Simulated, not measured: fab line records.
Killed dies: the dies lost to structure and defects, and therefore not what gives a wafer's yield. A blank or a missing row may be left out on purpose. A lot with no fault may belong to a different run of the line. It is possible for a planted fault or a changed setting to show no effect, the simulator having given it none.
fab line records :: flow sky130
record
  lots=15
  wafers=45
  last-day=50
route steps=708 shown VT_ADJUST_NCORE@128
lots that met no fault: taken from a fault-free run of the same line
start-h: hours from the record's opening day to when the first of the lot's shown wafers began :: wait-h: time in hours since the lot's previous step :: " the same as in the row above :: L1.1+2: a single row standing in for several wafers :: - no value, or no start given :: * or withheld: withheld :: < > ~ a bound
route shown NAME@n: names a module that has steps shown in the file, with the first one's number in the route :: usual: mean and standard deviation over wafers with no fault :: same: alike in all rows :: chamber/n: place in a boat :: sites: per-site readings :: _std_site: standard deviation of those values :: _edge_site: mean of outer sites minus mean of inner sites :: radius-mm: for every site, how far away it sits from the centre of the wafer :: mask NAME#n: copy n :: behind: the most recent tool/chamber to have shaped the wafer :: hold: cause of the lot's hold/its duration in hours/its outcome :: device: transistor that didn't switch, given as n, p or np :: end of line: the route-end tests of the same wafers :: where a step has no rows: the recipe by itself :: killed: the dies lost at the first sort to structure and to defects; this is not the yield of the wafer :: map: a wafer's dies, x killed, . not, _ none there
set.NAME: the setting that was run; set.NAME@STEP: the one run at that earlier step :: model.NAME: the simulator's own value behind a step, which no gauge read
the route's steps for a sample of lots (tables are steps, rows are wafers)
services: when a tool's chamber went out of use (start-h, in hours from the record's first day, below 0 if earlier), for how many hours, and the reason
## steps
# step SKY_VT_ADJUST_NCORE_IMPLANT_09
# recipe
  species=B
  energy-kev=10
  dose-cm2=2.4e+12
  tilt-deg=withheld
# usual
  beam-on-s=10.02/0.21
  end-station-pressure-torr=5.03e-06/2.7e-07
  faraday-current-uA=13.52/0.28
lot.wafer: L562.2
tool: implanter-03
chamber: 0
start-h: 189.46
wait-h: 0.0
beam-on-s: 10.19
end-station-pressure-torr: 5.31e-06
faraday-current-uA: 13.34

lot.wafer: L562.3
tool: implanter-03
chamber: 0
start-h: 189.46
wait-h: 0.0
beam-on-s: 9.71
end-station-pressure-torr: 5.02e-06
faraday-current-uA: 13.90

lot.wafer: L562.6
tool: implanter-03
chamber: 0
start-h: 189.46
wait-h: 0.0
beam-on-s: 9.51
end-station-pressure-torr: 5.17e-06
faraday-current-uA: 14.14

lot.wafer: L564.1
tool: implanter-03
chamber: 0
start-h: 204.29
wait-h: 0.0
beam-on-s: 10.05
end-station-pressure-torr: 5.22e-06
faraday-current-uA: 13.43

lot.wafer: L564.2
tool: implanter-03
chamber: 0
start-h: 204.29
wait-h: 0.0
beam-on-s: 10.16
end-station-pressure-torr: 4.83e-06
faraday-current-uA: 13.37

lot.wafer: L564.4
tool: implanter-03
chamber: 0
start-h: 204.29
wait-h: 0.0
beam-on-s: 10.02
end-station-pressure-torr: 5.38e-06
faraday-current-uA: 13.56

lot.wafer: L565.2
tool: implanter-04
chamber: 0
start-h: 204.99
wait-h: 0.0
beam-on-s: 9.66
end-station-pressure-torr: 5.39e-06
faraday-current-uA: 13.98

lot.wafer: L565.5
tool: implanter-04
chamber: 0
start-h: 204.99
wait-h: 0.0
beam-on-s: 9.88
end-station-pressure-torr: 4.86e-06
faraday-current-uA: 13.69

lot.wafer: L565.6
tool: implanter-04
chamber: 0
start-h: 204.99
wait-h: 0.0
beam-on-s: 10.09
end-station-pressure-torr: 5.23e-06
faraday-current-uA: 13.41

lot.wafer: L566.4
tool: implanter-03
chamber: 0
start-h: 223.29
wait-h: 0.1
beam-on-s: 10.00
end-station-pressure-torr: 4.79e-06
faraday-current-uA: 13.59

lot.wafer: L566.5
tool: implanter-03
chamber: 0
start-h: 223.29
wait-h: 0.1
beam-on-s: 10.23
end-station-pressure-torr: 5.2e-06
faraday-current-uA: 13.21

lot.wafer: L566.6
tool: implanter-03
chamber: 0
start-h: 223.29
wait-h: 0.1
beam-on-s: 10.10
end-station-pressure-torr: 5.22e-06
faraday-current-uA: 13.42

lot.wafer: L568.2
tool: implanter-01
chamber: 0
start-h: 232.16
wait-h: 0.0
beam-on-s: 10.18
end-station-pressure-torr: 4.68e-06
faraday-current-uA: 13.28

lot.wafer: L568.5
tool: implanter-01
chamber: 0
start-h: 232.16
wait-h: 0.0
beam-on-s: 9.99
end-station-pressure-torr: 5.36e-06
faraday-current-uA: 13.58

lot.wafer: L568.6
tool: implanter-01
chamber: 0
start-h: 232.16
wait-h: 0.0
beam-on-s: 9.78
end-station-pressure-torr: 4.47e-06
faraday-current-uA: 13.86

lot.wafer: L569.2
tool: implanter-03
chamber: 0
start-h: 232.46
wait-h: 0.0
beam-on-s: 10.27
end-station-pressure-torr: 5.3e-06
faraday-current-uA: 13.17

lot.wafer: L569.3
tool: implanter-03
chamber: 0
start-h: 232.46
wait-h: 0.0
beam-on-s: 9.92
end-station-pressure-torr: 4.83e-06
faraday-current-uA: 13.67

lot.wafer: L569.4
tool: implanter-03
chamber: 0
start-h: 232.46
wait-h: 0.0
beam-on-s: 10.12
end-station-pressure-torr: 5.2e-06
faraday-current-uA: 13.29

lot.wafer: L570.1
tool: implanter-03
chamber: 0
start-h: 240.02
wait-h: 0.0
beam-on-s: 9.53
end-station-pressure-torr: 5.3e-06
faraday-current-uA: 14.16

lot.wafer: L570.4
tool: implanter-03
chamber: 0
start-h: 240.02
wait-h: 0.0
beam-on-s: 10.48
end-station-pressure-torr: 4.89e-06
faraday-current-uA: 12.88

lot.wafer: L570.5
tool: implanter-03
chamber: 0
start-h: 240.02
wait-h: 0.0
beam-on-s: 10.15
end-station-pressure-torr: 5.28e-06
faraday-current-uA: 13.35

lot.wafer: L571.4
tool: implanter-03
chamber: 0
start-h: 245.89
wait-h: 0.1
beam-on-s: 9.73
end-station-pressure-torr: 5.67e-06
faraday-current-uA: 13.89

lot.wafer: L571.5
tool: implanter-03
chamber: 0
start-h: 245.89
wait-h: 0.1
beam-on-s: 9.94
end-station-pressure-torr: 5.37e-06
faraday-current-uA: 13.67

lot.wafer: L571.6
tool: implanter-03
chamber: 0
start-h: 245.89
wait-h: 0.1
beam-on-s: 10.19
end-station-pressure-torr: 5.17e-06
faraday-current-uA: 13.31

lot.wafer: L572.2
tool: implanter-04
chamber: 0
start-h: 258.56
wait-h: 0.0
beam-on-s: 10.05
end-station-pressure-torr: 4.75e-06
faraday-current-uA: 13.55

lot.wafer: L572.3
tool: implanter-04
chamber: 0
start-h: 258.56
wait-h: 0.0
beam-on-s: 9.86
end-station-pressure-torr: 5.01e-06
faraday-current-uA: 13.69

lot.wafer: L572.5
tool: implanter-04
chamber: 0
start-h: 258.56
wait-h: 0.0
beam-on-s: 10.24
end-station-pressure-torr: 4.92e-06
faraday-current-uA: 13.19

lot.wafer: L573.1
tool: implanter-01
chamber: 0
start-h: 260.39
wait-h: 0.0
beam-on-s: 10.11
end-station-pressure-torr: 4.97e-06
faraday-current-uA: 13.35

lot.wafer: L573.3
tool: implanter-01
chamber: 0
start-h: 260.39
wait-h: 0.0
beam-on-s: 9.82
end-station-pressure-torr: 4.97e-06
faraday-current-uA: 13.78

lot.wafer: L573.6
tool: implanter-01
chamber: 0
start-h: 260.39
wait-h: 0.0
beam-on-s: 10.14
end-station-pressure-torr: 4.92e-06
faraday-current-uA: 13.34

lot.wafer: L580.3
tool: implanter-03
chamber: 0
start-h: 305.49
wait-h: 0.1
beam-on-s: 12.36
end-station-pressure-torr: 0.0001086
faraday-current-uA: 11.10

lot.wafer: L580.5
tool: implanter-03
chamber: 0
start-h: 305.49
wait-h: 0.1
beam-on-s: 12.19
end-station-pressure-torr: 0.00010629
faraday-current-uA: 11.20

lot.wafer: L580.6
tool: implanter-03
chamber: 0
start-h: 305.49
wait-h: 0.1
beam-on-s: 12.50
end-station-pressure-torr: 0.00010094
faraday-current-uA: 10.91

lot.wafer: L581.4
tool: implanter-03
chamber: 0
start-h: 317.51
wait-h: 0.1
beam-on-s: 12.74
end-station-pressure-torr: 9.984e-05
faraday-current-uA: 10.73

lot.wafer: L581.5
tool: implanter-03
chamber: 0
start-h: 317.51
wait-h: 0.1
beam-on-s: 12.51
end-station-pressure-torr: 0.00010473
faraday-current-uA: 10.99

lot.wafer: L581.6
tool: implanter-03
chamber: 0
start-h: 317.51
wait-h: 0.1
beam-on-s: 12.16
end-station-pressure-torr: 0.00010213
faraday-current-uA: 11.29

lot.wafer: L582.3
tool: implanter-03
chamber: 0
start-h: 324.14
wait-h: 0.1
beam-on-s: 12.57
end-station-pressure-torr: 0.0001035
faraday-current-uA: 10.88

lot.wafer: L582.4
tool: implanter-03
chamber: 0
start-h: 324.14
wait-h: 0.1
beam-on-s: 12.06
end-station-pressure-torr: 0.00010488
faraday-current-uA: 11.32

lot.wafer: L582.6
tool: implanter-03
chamber: 0
start-h: 324.14
wait-h: 0.1
beam-on-s: 12.52
end-station-pressure-torr: 0.00010881
faraday-current-uA: 10.89

lot.wafer: L583.2
tool: implanter-01
chamber: 0
start-h: 329.96
wait-h: 0.0
beam-on-s: 10.63
end-station-pressure-torr: 5.23e-06
faraday-current-uA: 12.72

lot.wafer: L583.4
tool: implanter-01
chamber: 0
start-h: 329.96
wait-h: 0.0
beam-on-s: 10.10
end-station-pressure-torr: 5e-06
faraday-current-uA: 13.45

lot.wafer: L583.6
tool: implanter-01
chamber: 0
start-h: 329.96
wait-h: 0.0
beam-on-s: 9.86
end-station-pressure-torr: 4.57e-06
faraday-current-uA: 13.67

lot.wafer: L584.1
tool: implanter-01
chamber: 0
start-h: 333.42
wait-h: 0.0
beam-on-s: 9.80
end-station-pressure-torr: 5.04e-06
faraday-current-uA: 13.81

lot.wafer: L584.2
tool: implanter-01
chamber: 0
start-h: 333.42
wait-h: 0.0
beam-on-s: 10.06
end-station-pressure-torr: 5.1e-06
faraday-current-uA: 13.42

lot.wafer: L584.4
tool: implanter-01
chamber: 0
start-h: 333.42
wait-h: 0.0
beam-on-s: 9.91
end-station-pressure-torr: 5.27e-06
faraday-current-uA: 13.67
# step SKY_VT_ADJUST_NCORE_TW_MEAS_11
# usual
  VT_ADJUST_NCORE_TW=219.6/1.3
lot.wafer: L562.2
tool: film-metro-04
chamber: -
start-h: 189.70
wait-h: 0.1
VT_ADJUST_NCORE_TW: 219.8

lot.wafer: L562.3
tool: film-metro-04
chamber: -
start-h: 189.70
wait-h: 0.1
VT_ADJUST_NCORE_TW: 220.1

lot.wafer: L562.6
tool: film-metro-04
chamber: -
start-h: 189.70
wait-h: 0.1
VT_ADJUST_NCORE_TW: 218.8

lot.wafer: L564.1
tool: film-metro-01
chamber: -
start-h: 204.54
wait-h: 0.1
VT_ADJUST_NCORE_TW: 220.8

lot.wafer: L564.2
tool: film-metro-01
chamber: -
start-h: 204.54
wait-h: 0.1
VT_ADJUST_NCORE_TW: 221.3

lot.wafer: L564.4
tool: film-metro-01
chamber: -
start-h: 204.54
wait-h: 0.1
VT_ADJUST_NCORE_TW: 220.4

lot.wafer: L565.2
tool: film-metro-04
chamber: -
start-h: 205.23
wait-h: 0.1
VT_ADJUST_NCORE_TW: 219.3

lot.wafer: L565.5
tool: film-metro-04
chamber: -
start-h: 205.23
wait-h: 0.1
VT_ADJUST_NCORE_TW: 219.7

lot.wafer: L565.6
tool: film-metro-04
chamber: -
start-h: 205.23
wait-h: 0.1
VT_ADJUST_NCORE_TW: 220.2

lot.wafer: L566.4
tool: film-metro-02
chamber: -
start-h: 223.50
wait-h: 0.1
VT_ADJUST_NCORE_TW: 218.0

lot.wafer: L566.5
tool: film-metro-02
chamber: -
start-h: 223.50
wait-h: 0.1
VT_ADJUST_NCORE_TW: 217.0

lot.wafer: L566.6
tool: film-metro-02
chamber: -
start-h: 223.50
wait-h: 0.1
VT_ADJUST_NCORE_TW: 217.1

lot.wafer: L568.2
tool: film-metro-04
chamber: -
start-h: 232.40
wait-h: 0.1
VT_ADJUST_NCORE_TW: 219.2

lot.wafer: L568.5
tool: film-metro-04
chamber: -
start-h: 232.40
wait-h: 0.1
VT_ADJUST_NCORE_TW: 219.1

lot.wafer: L568.6
tool: film-metro-04
chamber: -
start-h: 232.40
wait-h: 0.1
VT_ADJUST_NCORE_TW: 221.6

lot.wafer: L569.2
tool: film-metro-02
chamber: -
start-h: 232.70
wait-h: 0.1
VT_ADJUST_NCORE_TW: 217.7

lot.wafer: L569.3
tool: film-metro-02
chamber: -
start-h: 232.70
wait-h: 0.1
VT_ADJUST_NCORE_TW: 217.0

lot.wafer: L569.4
tool: film-metro-02
chamber: -
start-h: 232.70
wait-h: 0.1
VT_ADJUST_NCORE_TW: 216.6

lot.wafer: L570.1
tool: film-metro-04
chamber: -
start-h: 240.27
wait-h: 0.1
VT_ADJUST_NCORE_TW: 221.7

lot.wafer: L570.4
tool: film-metro-04
chamber: -
start-h: 240.27
wait-h: 0.1
VT_ADJUST_NCORE_TW: 219.4

lot.wafer: L570.5
tool: film-metro-04
chamber: -
start-h: 240.27
wait-h: 0.1
VT_ADJUST_NCORE_TW: 221.0

lot.wafer: L571.4
tool: film-metro-04
chamber: -
start-h: 246.10
wait-h: 0.1
VT_ADJUST_NCORE_TW: 220.1

lot.wafer: L571.5
tool: film-metro-04
chamber: -
start-h: 246.10
wait-h: 0.1
VT_ADJUST_NCORE_TW: 220.5

lot.wafer: L571.6
tool: film-metro-04
chamber: -
start-h: 246.10
wait-h: 0.1
VT_ADJUST_NCORE_TW: 221.4

lot.wafer: L572.2
tool: film-metro-02
chamber: -
start-h: 258.80
wait-h: 0.1
VT_ADJUST_NCORE_TW: 217.2

lot.wafer: L572.3
tool: film-metro-02
chamber: -
start-h: 258.80
wait-h: 0.1
VT_ADJUST_NCORE_TW: 217.8

lot.wafer: L572.5
tool: film-metro-02
chamber: -
start-h: 258.80
wait-h: 0.1
VT_ADJUST_NCORE_TW: 218.5

lot.wafer: L573.1
tool: film-metro-01
chamber: -
start-h: 260.64
wait-h: 0.1
VT_ADJUST_NCORE_TW: 219.7

lot.wafer: L573.3
tool: film-metro-01
chamber: -
start-h: 260.64
wait-h: 0.1
VT_ADJUST_NCORE_TW: 220.1

lot.wafer: L573.6
tool: film-metro-01
chamber: -
start-h: 260.64
wait-h: 0.1
VT_ADJUST_NCORE_TW: 219.9

lot.wafer: L580.3
tool: film-metro-04
chamber: -
start-h: 305.71
wait-h: 0.1
VT_ADJUST_NCORE_TW: 233.5

lot.wafer: L580.5
tool: film-metro-04
chamber: -
start-h: 305.71
wait-h: 0.1
VT_ADJUST_NCORE_TW: 234.0

lot.wafer: L580.6
tool: film-metro-04
chamber: -
start-h: 305.71
wait-h: 0.1
VT_ADJUST_NCORE_TW: 234.4

lot.wafer: L581.4
tool: film-metro-02
chamber: -
start-h: 317.72
wait-h: 0.1
VT_ADJUST_NCORE_TW: 233.5

lot.wafer: L581.5
tool: film-metro-02
chamber: -
start-h: 317.72
wait-h: 0.1
VT_ADJUST_NCORE_TW: 233.3

lot.wafer: L581.6
tool: film-metro-02
chamber: -
start-h: 317.72
wait-h: 0.1
VT_ADJUST_NCORE_TW: 234.3

lot.wafer: L582.3
tool: film-metro-02
chamber: -
start-h: 324.36
wait-h: 0.1
VT_ADJUST_NCORE_TW: 233.7

lot.wafer: L582.4
tool: film-metro-02
chamber: -
start-h: 324.36
wait-h: 0.1
VT_ADJUST_NCORE_TW: 232.9

lot.wafer: L582.6
tool: film-metro-02
chamber: -
start-h: 324.36
wait-h: 0.1
VT_ADJUST_NCORE_TW: 231.7

lot.wafer: L583.2
tool: film-metro-02
chamber: -
start-h: 330.20
wait-h: 0.1
VT_ADJUST_NCORE_TW: 219.2

lot.wafer: L583.4
tool: film-metro-02
chamber: -
start-h: 330.20
wait-h: 0.1
VT_ADJUST_NCORE_TW: 219.5

lot.wafer: L583.6
tool: film-metro-02
chamber: -
start-h: 330.20
wait-h: 0.1
VT_ADJUST_NCORE_TW: 220.1

lot.wafer: L584.1
tool: film-metro-04
chamber: -
start-h: 333.67
wait-h: 0.1
VT_ADJUST_NCORE_TW: 220.0

lot.wafer: L584.2
tool: film-metro-04
chamber: -
start-h: 333.67
wait-h: 0.1
VT_ADJUST_NCORE_TW: 220.4

lot.wafer: L584.4
tool: film-metro-04
chamber: -
start-h: 333.67
wait-h: 0.1
VT_ADJUST_NCORE_TW: 219.6
## services
tool: implanter-01
chamber: -
start-h: 203.65
hours: 2.6
kind: pm

tool: implanter-01
chamber: -
start-h: 216.85
hours: 3.8
kind: repair

tool: implanter-01
chamber: -
start-h: 272.43
hours: 4.9
kind: pm

tool: implanter-03
chamber: -
start-h: 285.46
hours: 0.6
kind: repair

tool: implanter-04
chamber: -
start-h: 330.70
hours: 7.3
kind: repair
## key
first-sign
  step=SKY_VT_ADJUST_NCORE_IMPLANT_09
  reading=end-station-pressure-torr
  direction=up
  sigmas=99+
  usual=5.03e-06
  struck=0.00010441
effect
  step=SKY_VT_ADJUST_NCORE_IMPLANT_09
  reading=beam-on-s
  direction=up
  sigmas=12
  usual=10.02
  struck=12.40
effect
  step=SKY_VT_ADJUST_NCORE_TW_MEAS_11
  reading=VT_ADJUST_NCORE_TW
  direction=up
  sigmas=11
  usual=219.6
  struck=233.5
  through=control-loop
met-at SKY_VT_ADJUST_NCORE_IMPLANT_09
struck-lots L580,L581,L582
tester-left-out L580,L581,L582
loop-trim
  step=SKY_VT_ADJUST_NCORE_EXPOSE_04
  setting=dose
  lots=L580,L581,L582
onset-between 245.89 305.49
fault
  kind=process-parameter-drift
  tool=implanter-03
  chamber=-
  onset-h=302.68
  steps=SKY_VT_ADJUST_NCORE_IMPLANT_09
  channel=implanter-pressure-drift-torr
  offset=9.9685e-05
  shape=step
  end-h=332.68
fault
  kind=process-parameter-drift
  tool=implanter-03
  chamber=-
  onset-h=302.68
  steps=SKY_VT_ADJUST_NCORE_IMPLANT_09
  channel=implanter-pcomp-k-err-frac
  offset=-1
  shape=step
  end-h=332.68
# tester-left-out: of these lots the tester's yield and bins aren't shown, on N5 and GAA mostly nor the transistor test; their killed dies are dies lost to structure and defects alone, not to doping, threshold or leakage, so they don't give the yield
# loop-trim: a control loop set the setting to another value than it would have without faults
